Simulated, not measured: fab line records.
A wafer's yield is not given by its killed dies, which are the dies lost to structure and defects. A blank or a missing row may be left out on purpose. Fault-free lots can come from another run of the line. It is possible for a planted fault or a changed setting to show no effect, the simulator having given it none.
Which tool was responsible? || flow sky130 || 6 lots, 18 wafers sampled, at 3 steps of a route of 708

WHAT EACH GAUGE READ, for each wafer
SKY_CAP2M_RS_MEAS_03: measurement is done with a four-point probe.
{"lot": "L154", "measured": "day 37 21:07", "on": "filmMetro-04", "CAP2M_TIN_RS (ohm/sq)": "6.80 6.84 6.91"}
{"lot": "L156", "measured": "day 38 00:00", "on": "filmMetro-02", "CAP2M_TIN_RS (ohm/sq)": "6.97 6.91 6.89"}
{"lot": "L161", "measured": "day 39 20:52", "on": "filmMetro-02", "CAP2M_TIN_RS (ohm/sq)": "6.88 6.86 6.78"}
{"lot": "L165", "measured": "day 40 14:01", "on": "filmMetro-02", "CAP2M_TIN_RS (ohm/sq)": "6.84 6.94 6.93"}
{"lot": "L173", "measured": "day 48 04:43", "on": "filmMetro-03", "CAP2M_TIN_RS (ohm/sq)": "6.86 6.90 6.85"}
{"lot": "L175", "measured": "day 48 09:57", "on": "filmMetro-03", "CAP2M_TIN_RS (ohm/sq)": "6.96 6.93 7.08"}

WHICH TOOL RAN EACH LOT (tool, then ch and the chambers of the sampled wafers, then the start)
{"lot": "L154", "SKY_VIA3_SPUTTER_20": "pvdSputter-03, day 37 20:04", "SKY_METAL4_SPUTTER_04": "pvdSputter-02, day 37 20:52"}
{"lot": "L156", "SKY_VIA3_SPUTTER_20": "pvdSputter-03, day 37 22:59", "SKY_METAL4_SPUTTER_04": "pvdSputter-01, day 37 23:46"}
{"lot": "L161", "SKY_VIA3_SPUTTER_20": "pvdSputter-02, day 39 19:51", "SKY_METAL4_SPUTTER_04": "pvdSputter-03, day 39 20:37"}
{"lot": "L165", "SKY_VIA3_SPUTTER_20": "pvdSputter-04, day 40 12:59", "SKY_METAL4_SPUTTER_04": "pvdSputter-01, day 40 13:46"}
{"lot": "L173", "SKY_VIA3_SPUTTER_20": "pvdSputter-03, day 48 03:41", "SKY_METAL4_SPUTTER_04": "pvdSputter-03, day 48 04:28"}
{"lot": "L175", "SKY_VIA3_SPUTTER_20": "pvdSputter-03, day 48 08:55", "SKY_METAL4_SPUTTER_04": "pvdSputter-01, day 48 09:41"}
- SKY_VIA3_SPUTTER_20: material TiN, target thk 20 nm, time 80 s.
- SKY_METAL4_SPUTTER_04: material TiN, target thk 70 nm, time 58.3 s.

THE ANSWER, worked out from the rows above alone
Rule: usual is defined by the lots themselves. The widest of any qualifying gaps counts: lots, ordered by their means at a reading, are off when they make up no more than a third of the lots, leave a main group of 4 or more, and stand apart from it by 3 or more times the standard deviation of that group's means. A main group whose means are all the same, to the digits that the tables above print for the reading, isn't used. Also off: a lot with no number at a reading for which 4 or more lots have one. The other lots that the step has rows for count as sound.
None of the lots is off at any reading shown; this tells nothing.

WHAT THE SIMULATOR PUT IN
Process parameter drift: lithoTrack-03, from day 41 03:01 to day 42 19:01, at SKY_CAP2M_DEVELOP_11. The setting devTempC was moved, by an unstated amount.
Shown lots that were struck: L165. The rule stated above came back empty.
